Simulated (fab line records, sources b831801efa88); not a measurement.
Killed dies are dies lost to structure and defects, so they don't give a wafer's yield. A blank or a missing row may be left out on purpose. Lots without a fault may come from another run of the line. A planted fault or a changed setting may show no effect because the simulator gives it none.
A struck lot beside a sound one | flow sky130 | 23 steps out of a route of 708
Sound: wafers L773.1, L773.5, L773.6. Struck: wafers L781.1, L781.2, L781.5. The cause comes at the end.
At each step with rows: each side's tool, then ch and its chambers, then its first start. Under that, the readings that differ: sound wafers | struck wafers | difference of the means | sigmas: that difference in standard deviations of wafers without a fault.
alike: readings whose means differ by less than 2 such deviations, and words and numbers that are the same on both sides. not compared: withheld readings, readings that some wafer has no value for, bounds like >300 that may hide the same value, and numbers for which the record gives no deviation and whose values overlap.
The two part at a step that has a row with sigmas, a row that says differs or no value, or rows on one side only. Numbers that don't overlap but have no deviation are shown without sigmas and don't part them. A reading that every wafer of one side lacks parts them only if that side has two wafers or more.

SKY_RES_XHIGH_TW_MEAS_09:
  sound on film_metro-04, day 27 12:11; struck on film_metro-03, day 30 09:22
  alike: RES_XHIGH_TW
then, 7 steps without rows for these wafers: SKY_SD_N_DEHYDRATE_00 (time 60 s); SKY_SD_N_HMDS_01 (prime time 60 s); SKY_SD_N_COAT_02 (resist thk 1140 nm); SKY_SD_N_SOFTBAKE_03 (time 60 s); SKY_SD_N_EXPOSE_04 (exposes mask NSDM, target cd 380 nm); SKY_SD_N_PEB_05; SKY_SD_N_DEVELOP_06 (develop time 60 s).
SKY_SD_N_CD_MEAS_07: target cd 380 nm.
  sound on cd_sem-02, day 28 17:01; struck on cd_sem-02, day 31 13:31
  alike: cd_nm
SKY_SD_N_OVL_MEAS_08:
  sound on overlay-02, day 28 17:08; struck on overlay-02, day 31 13:38
  alike: SD_N_OVL
then, 2 steps without rows for these wafers: SKY_SD_N_IMPLANT_09; SKY_SD_N_IMPLANT_10.
SKY_SD_N_STRIP_11: strips in O2/N2.
  sound on plasma_asher-04 ch 0,1, day 28 17:28; struck on plasma_asher-04 ch 0,1, day 31 13:58
  no value came back on the struck wafers for chamber_pressure_mTorr (mTorr), drypump_motor_current_A (A), oes_product_au (a.u.), strip_time_to_endpoint_s (s); on the sound wafers chamber_pressure_mTorr (mTorr) reads 1499.5 1501.8 1500.2
  reading                                   | sound | struck         | difference | sigmas
  model.NOVOLAK_of_SD_N_COAT_02.thk_nm (nm) | 0 0 0 | 1142 1141 1141 | +1141      |
  not compared: rf_hours_counter_h
SKY_SD_N_TW_MEAS_12:
  sound on film_metro-03, day 28 17:34; struck on film_metro-01, day 31 14:04
  alike: SD_N_TW
then, 1 step without rows for these wafers: SKY_SD_N_CLEAN_13 (cleans in SC1/SC2, time 150 s).
SKY_SD_N_RTA_14: time 2 s.
  sound on rtp_anneal-01 ch 0, day 28 17:41; struck on rtp_anneal-01 ch 0, day 31 14:10
  alike: lamp_power_pct, wafer_temp_C_max
SKY_SD_N_RS_MEAS_16: measures by four-point-probe.
  sound on film_metro-04, day 28 17:52; struck on film_metro-04, day 31 14:21
  alike: SD_N_RS
SKY_SD_N_RS_MEAS_17: measures by four-point-probe.
  sound on film_metro-04, day 28 17:59; struck on film_metro-04, day 31 14:28
  reading          | sound             | struck            | difference | sigmas
  SD_P_RS (ohm/sq) | 147.3 146.9 147.6 | 146.6 146.8 146.3 | -0.7       | -2
SKY_SD_N_RS_MEAS_18: measures by four-point-probe.
  sound on film_metro-04, day 28 18:06; struck on film_metro-04, day 31 14:35
  reading               | sound             | struck            | difference | sigmas
  RES_XHIGH_RS (ohm/sq) | 337.5 336.7 335.5 | 333.2 333.4 332.3 | -3.6       | -3
then, 2 steps without rows for these wafers: SKY_SALICIDE_CLEAN_00 (cleans in HF-last, time 30 s); SKY_LI_CONTACT_HDPCVD_00 (deposits PSG, target thk 930 nm, time 155 s).
SKY_LI_CONTACT_CMP_02: polishes PSG.
  sound on cmp-02 ch 1,2, day 28 18:27; struck on cmp-01 ch 0,2, day 31 14:53
  alike: motor_current_A, time_to_endpoint_s
SKY_LI_CONTACT_BOW_MEAS_03:
  sound on film_metro-03, day 28 18:42; struck on film_metro-03, day 31 15:11
  reading             | sound    | struck   | difference | sigmas
  LI_CONTACT_BOW (um) | 61 52 66 | 40 49 47 | -14        | -2
  not compared: hold

WHERE THEY PART
First at SKY_SD_N_STRIP_11; last, within this record, at SKY_LI_CONTACT_BOW_MEAS_03.

WHY: what the simulator had put in
Skipped step whole: plasma_asher-04, from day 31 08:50 on, at SKY_SD_N_STRIP_11. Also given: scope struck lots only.
